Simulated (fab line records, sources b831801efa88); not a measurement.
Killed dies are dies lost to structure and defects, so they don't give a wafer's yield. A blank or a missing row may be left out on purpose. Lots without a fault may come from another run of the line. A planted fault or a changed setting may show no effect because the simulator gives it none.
Which tool did it? | flow sky130 | 24 lots, 72 wafers sampled, at 6 steps of a route of 708

WHAT THE GAUGES READ, wafer by wafer
SKY_VIA2_BOW_MEAS_03.
lot  | measured     | on            | VIA2_BOW (um)
L074 | day 35 15:20 | film_metro-01 | 83 89 72
L075 | day 35 16:31 | film_metro-01 | 86 76 76
L076 | day 36 04:38 | film_metro-04 | 75 86 87
L077 | day 36 21:32 | film_metro-03 | 82 78 93
L079 | day 37 06:39 | film_metro-01 | 70 80 74
L078 | day 37 07:32 | film_metro-01 | 95 83 87
L080 | day 37 07:42 | film_metro-03 | 79 75 81
L081 | day 38 11:18 | film_metro-01 | 83 71 72
L083 | day 38 16:25 | film_metro-04 | 82 90 88
L082 | day 38 20:35 | film_metro-04 | 79 98 77
L084 | day 39 00:49 | film_metro-01 | 90 79 81
L085 | day 39 12:01 | film_metro-04 | 83 77 88
L086 | day 39 18:11 | film_metro-04 | 79 77 77
L088 | day 40 10:04 | film_metro-04 | 89 93 80
L087 | day 40 11:30 | film_metro-04 | 87 95 87
L090 | day 40 13:14 | film_metro-04 | 90 90 82
L089 | day 40 14:01 | film_metro-04 | 106 81 86
L091 | day 40 18:42 | film_metro-01 | 93 84 88
L092 | day 40 21:58 | film_metro-04 | 89 93 91
L093 | day 41 10:58 | film_metro-01 | 85 82 76
L094 | day 41 13:01 | film_metro-04 | 74 95 85
L095 | day 41 17:49 | film_metro-04 | 81 91 90
L096 | day 42 03:23 | film_metro-01 | 83 83 80
L097 | day 42 06:32 | film_metro-01 | 78 90 79

SKY_CAPM_THK_MEAS_04: measures by xrf.
lot  | measured     | on            | CAPM_TIN_THK (nm)
L074 | day 36 21:16 | film_metro-01 | 195.3 192.8 194.1
L075 | day 36 21:37 | film_metro-02 | 194.1 195.6 196.1
L076 | day 37 09:37 | film_metro-04 | 198.9 197.2 197.8
L077 | day 38 01:26 | film_metro-02 | 195.3 195.3 194.6
L079 | day 38 10:28 | film_metro-04 | 199.7 198.1 199.0
L078 | day 38 11:07 | film_metro-02 | 194.0 192.6 193.7
L080 | day 38 11:39 | film_metro-02 | 194.0 194.9 193.7
L081 | day 39 13:52 | film_metro-04 | 197.6 199.4 197.1
L083 | day 39 19:43 | film_metro-01 | 198.1 200.7 200.8
L082 | day 39 23:52 | film_metro-02 | 189.3 192.5 191.5
L084 | day 40 04:01 | film_metro-01 | 196.6 194.3 197.2
L085 | day 40 14:23 | film_metro-01 | 194.1 192.8 193.0
L086 | day 40 20:04 | film_metro-04 | 199.4 200.5 199.5
L088 | day 41 12:37 | film_metro-04 | 194.4 195.7 195.8
L087 | day 41 13:37 | film_metro-02 | 194.5 194.1 194.3
L090 | day 41 15:22 | film_metro-04 | 195.0 194.9 193.2
L089 | day 41 16:46 | film_metro-01 | 200.5 199.2 199.9
L091 | day 41 20:53 | film_metro-02 | 191.6 192.9 192.0
L092 | day 42 00:32 | film_metro-02 | 198.9 197.2 196.1
L093 | day 42 13:11 | film_metro-02 | 198.2 196.1 198.4
L094 | day 42 14:20 | film_metro-02 | 194.5 191.9 192.1
L095 | day 42 19:31 | film_metro-01 | 193.8 193.4 193.3
L096 | day 43 04:43 | film_metro-01 | 195.0 198.2 198.1
L097 | day 43 07:40 | film_metro-01 | 192.3 193.7 194.7

SKY_METAL3_CD_MEAS_13: target cd 300 nm.
lot  | measured     | on        | cd_nm (nm)
L074 | day 39 00:53 | cd_sem-02 | 298.8 299.2 299.1
L075 | day 39 01:28 | cd_sem-01 | 300.0 300.2 298.5
L076 | day 39 11:47 | cd_sem-01 | 301.3 300.9 299.7
L077 | day 40 03:50 | cd_sem-01 | 300.0 301.0 301.0
L079 | day 40 12:43 | cd_sem-02 | 297.8 298.7 297.4
L078 | day 40 12:56 | cd_sem-01 | 300.7 301.0 300.2
L080 | day 40 13:56 | cd_sem-01 | 301.6 301.3 299.5
L081 | day 41 15:25 | cd_sem-02 | 299.5 299.7 298.9
L083 | day 41 21:17 | cd_sem-02 | 302.1 298.7 301.9
L082 | day 42 00:37 | cd_sem-02 | 299.1 298.6 298.9
L084 | day 42 03:20 | cd_sem-01 | 299.1 298.3 299.2
L085 | day 42 13:52 | cd_sem-02 | 302.1 300.4 300.9
L086 | day 42 20:25 | cd_sem-02 | 299.2 299.5 297.8
L088 | day 43 11:59 | cd_sem-02 | 299.1 300.1 298.8
L087 | day 43 13:38 | cd_sem-01 | 300.1 299.8 300.0
L090 | day 43 14:30 | cd_sem-01 | 299.0 299.8 298.7
L089 | day 43 15:19 | cd_sem-02 | 299.4 299.3 299.1
L091 | day 43 20:10 | cd_sem-02 | 301.6 301.6 301.8
L092 | day 43 23:35 | cd_sem-02 | 300.9 301.8 302.2
L093 | day 44 10:26 | cd_sem-02 | 300.1 301.3 301.5
L094 | day 44 12:38 | cd_sem-01 | 302.4 300.5 302.2
L095 | day 44 18:08 | cd_sem-02 | 298.1 299.9 299.0
L096 | day 45 01:23 | cd_sem-02 | 300.8 300.0 299.0
L097 | day 45 04:11 | cd_sem-01 | 299.5 299.4 299.1

WHICH TOOL RAN EACH LOT (tool, then ch and the chambers of the sampled wafers, then the start)
lot  | SKY_VIA2_ETCH_14                   | SKY_METAL3_SPUTTER_01        | SKY_METAL3_SPUTTER_03
L074 | rie_diel-03 ch 0,1,3, day 36 17:55 | pvd_sputter-02, day 36 20:49 | pvd_sputter-02, day 36 20:53
L075 | rie_diel-01 ch 0,1,3, day 36 19:34 | pvd_sputter-04, day 36 21:01 | pvd_sputter-04, day 36 21:05
L076 | rie_diel-04 ch 0,1,2, day 37 07:46 | pvd_sputter-03, day 37 09:11 | pvd_sputter-03, day 37 09:14
L077 | rie_diel-03 ch 0,1,2, day 37 23:35 | pvd_sputter-03, day 38 00:59 | pvd_sputter-03, day 38 01:03
L079 | rie_diel-04 ch 0,1, day 38 08:37   | pvd_sputter-03, day 38 10:01 | pvd_sputter-03, day 38 10:05
L078 | rie_diel-01 ch 0,2,3, day 38 09:16 | pvd_sputter-03, day 38 10:40 | pvd_sputter-03, day 38 10:44
L080 | rie_diel-04 ch 0,2,3, day 38 09:46 | pvd_sputter-02, day 38 11:10 | pvd_sputter-02, day 38 11:14
L081 | rie_diel-03 ch 0,3, day 39 12:01   | pvd_sputter-02, day 39 13:25 | pvd_sputter-02, day 39 13:29
L083 | rie_diel-04 ch 2,3, day 39 17:52   | pvd_sputter-03, day 39 19:16 | pvd_sputter-03, day 39 19:20
L082 | rie_diel-04 ch 1,2,3, day 39 22:01 | pvd_sputter-03, day 39 23:25 | pvd_sputter-03, day 39 23:29
L084 | rie_diel-01 ch 0,1,2, day 40 02:03 | pvd_sputter-03, day 40 03:34 | pvd_sputter-03, day 40 03:38
L085 | rie_diel-03 ch 1,2,3, day 40 12:31 | pvd_sputter-04, day 40 13:55 | pvd_sputter-04, day 40 13:59
L086 | rie_diel-04 ch 1,2, day 40 18:06   | pvd_sputter-03, day 40 19:37 | pvd_sputter-03, day 40 19:41
L088 | rie_diel-04 ch 1,3, day 41 10:46   | pvd_sputter-04, day 41 12:10 | pvd_sputter-04, day 41 12:14
L087 | rie_diel-03 ch 0,3, day 41 11:44   | pvd_sputter-04, day 41 13:10 | pvd_sputter-04, day 41 13:14
L090 | rie_diel-04 ch 0,1, day 41 13:19   | pvd_sputter-02, day 41 14:53 | pvd_sputter-02, day 41 14:58
L089 | rie_diel-01 ch 0,2, day 41 14:55   | pvd_sputter-02, day 41 16:19 | pvd_sputter-02, day 41 16:23
L091 | rie_diel-03 ch 2,3, day 41 19:01   | pvd_sputter-02, day 41 20:25 | pvd_sputter-02, day 41 20:29
L092 | rie_diel-01 ch 1,3, day 41 22:42   | pvd_sputter-04, day 42 00:05 | pvd_sputter-04, day 42 00:10
L093 | rie_diel-04 ch 0,1,3, day 42 11:19 | pvd_sputter-04, day 42 12:43 | pvd_sputter-04, day 42 12:47
L094 | rie_diel-04 ch 0,2,3, day 42 12:28 | pvd_sputter-03, day 42 13:52 | pvd_sputter-03, day 42 13:56
L095 | rie_diel-01 ch 1,2, day 42 17:40   | pvd_sputter-03, day 42 19:04 | pvd_sputter-03, day 42 19:08
L096 | rie_diel-03 ch 0,2, day 43 02:52   | pvd_sputter-02, day 43 04:16 | pvd_sputter-02, day 43 04:20
L097 | rie_diel-04 ch 2,3, day 43 05:49   | pvd_sputter-02, day 43 07:13 | pvd_sputter-02, day 43 07:17
- SKY_VIA2_ETCH_14: etches BARC in N2/H2, stops on SiO2, time 45.9 s, target depth 60 nm.
- SKY_METAL3_SPUTTER_01: material TiN, target thk 20 nm, time 16.7 s.
- SKY_METAL3_SPUTTER_03: material Ti, target thk 5 nm, time 3.3 s.

WHAT THE TOOLS THEMSELVES READ (means of the sampled wafers that have a number; where no wafer has one, the mark that the record gives instead)
SKY_VIA2_ETCH_14.
lot  | tool        | bias_w (W) | drypump_motor_current_A (A) | oes_product_au (a.u.) | rf_fwd_power_W (W) | throttle_valve_pct (%)
L074 | rie_diel-03 | 100.05     | 5.6                         | 0.848                 | 494.2              | 13.217
L075 | rie_diel-01 | 100.23     | 5.8                         | 0.848                 | 494.0              | 13.225
L076 | rie_diel-04 | 99.73      | 5.5                         | 0.850                 | 495.3              | 13.215
L077 | rie_diel-03 | 99.96      | 5.7                         | 0.850                 | 493.2              | 13.223
L079 | rie_diel-04 | 100.21     | 5.4                         | 0.855                 | 496.1              | 13.217
L078 | rie_diel-01 | 100.01     | 5.6                         | 0.856                 | 495.8              | 13.227
L080 | rie_diel-04 | 99.92      | 5.3                         | 0.854                 | 496.9              | 13.221
L081 | rie_diel-03 | 99.73      | 6.0                         | 0.854                 | 491.0              | 13.238
L083 | rie_diel-04 | 99.96      | 5.3                         | 0.859                 | 497.4              | 13.223
L082 | rie_diel-04 | 99.89      | 5.4                         | 0.849                 | 495.2              | 13.233
L084 | rie_diel-01 | 100.17     | 6.1                         | 0.851                 | 494.4              | 13.219
L085 | rie_diel-03 | 100.02     | 5.7                         | 0.850                 | 494.7              | 13.220
L086 | rie_diel-04 | 100.03     | 5.6                         | 0.857                 | 495.9              | 13.223
L088 | rie_diel-04 | 99.77      | 5.4                         | 0.853                 | 495.1              | 13.226
L087 | rie_diel-03 | 100.19     | 6.0                         | 0.849                 | 491.8              | 13.223
L090 | rie_diel-04 | 100.15     | 5.6                         | 0.849                 | 495.4              | 13.226
L089 | rie_diel-01 | 100.01     | 5.8                         | 0.856                 | 492.9              | 13.218
L091 | rie_diel-03 | 100.18     | 6.2                         | 0.851                 | 492.3              | 13.223
L092 | rie_diel-01 | 99.76      | 5.8                         | 0.855                 | 494.7              | 13.226
L093 | rie_diel-04 | 100.25     | 5.3                         | 0.858                 | 493.6              | 13.221
L094 | rie_diel-04 | 99.99      | 5.3                         | 0.850                 | 495.1              | 13.219
L095 | rie_diel-01 | 100.03     | 5.7                         | 0.852                 | 493.6              | 13.218
L096 | rie_diel-03 | 100.10     | 6.1                         | 0.852                 | 492.3              | 13.227
L097 | rie_diel-04 | 100.00     | 5.1                         | 0.855                 | 494.5              | 13.229

SKY_METAL3_SPUTTER_01.
lot  | tool           | throttle_valve_pct (%)
L074 | pvd_sputter-02 | 29.4
L075 | pvd_sputter-04 | 30.6
L076 | pvd_sputter-03 | 29.2
L077 | pvd_sputter-03 | 29.8
L079 | pvd_sputter-03 | 29.4
L078 | pvd_sputter-03 | 29.0
L080 | pvd_sputter-02 | 29.1
L081 | pvd_sputter-02 | 29.3
L083 | pvd_sputter-03 | 29.0
L082 | pvd_sputter-03 | 29.5
L084 | pvd_sputter-03 | 29.5
L085 | pvd_sputter-04 | 30.7
L086 | pvd_sputter-03 | 29.4
L088 | pvd_sputter-04 | 29.5
L087 | pvd_sputter-04 | 30.4
L090 | pvd_sputter-02 | 28.8
L089 | pvd_sputter-02 | 28.9
L091 | pvd_sputter-02 | 28.8
L092 | pvd_sputter-04 | 29.4
L093 | pvd_sputter-04 | 30.4
L094 | pvd_sputter-03 | 29.6
L095 | pvd_sputter-03 | 29.4
L096 | pvd_sputter-02 | 29.3
L097 | pvd_sputter-02 | 29.8

SKY_METAL3_SPUTTER_03.
lot  | tool           | throttle_valve_pct (%)
L074 | pvd_sputter-02 | 29.2
L075 | pvd_sputter-04 | 30.4
L076 | pvd_sputter-03 | 29.1
L077 | pvd_sputter-03 | 29.5
L079 | pvd_sputter-03 | 29.5
L078 | pvd_sputter-03 | 29.1
L080 | pvd_sputter-02 | 29.0
L081 | pvd_sputter-02 | 29.1
L083 | pvd_sputter-03 | 28.9
L082 | pvd_sputter-03 | 29.5
L084 | pvd_sputter-03 | 29.6
L085 | pvd_sputter-04 | 30.5
L086 | pvd_sputter-03 | 29.4
L088 | pvd_sputter-04 | 29.4
L087 | pvd_sputter-04 | 30.5
L090 | pvd_sputter-02 | 28.9
L089 | pvd_sputter-02 | 28.9
L091 | pvd_sputter-02 | 29.0
L092 | pvd_sputter-04 | 29.4
L093 | pvd_sputter-04 | 30.3
L094 | pvd_sputter-03 | 29.6
L095 | pvd_sputter-03 | 29.3
L096 | pvd_sputter-02 | 29.2
L097 | pvd_sputter-02 | 29.5

THE ANSWER, worked out from the rows above alone
Rule: what is usual is taken from the lots themselves. Put in order of their means at a reading, lots are off if they are a third of the lots or fewer, leave a main group of 4 or more, and stand apart from it by a gap of 3 or more times the standard deviation of the main group's means; of several such gaps the widest counts. A main group whose means are all the same, to the digits that the tables above print for the reading, isn't used. A lot without any number at a reading at which 4 lots or more have one is off too. The other lots that the step has rows for count as sound. The gauges are gone through in route order, then the tools' own readings, and for those a lot's mean is taken as printed above. The first step at which some lot is off is used, and at that step the reading that is off furthest; a lot without a number counts as furthest.
No lot is off at any reading shown: from this, nothing can be told.

WHAT THE SIMULATOR HAD PUT IN
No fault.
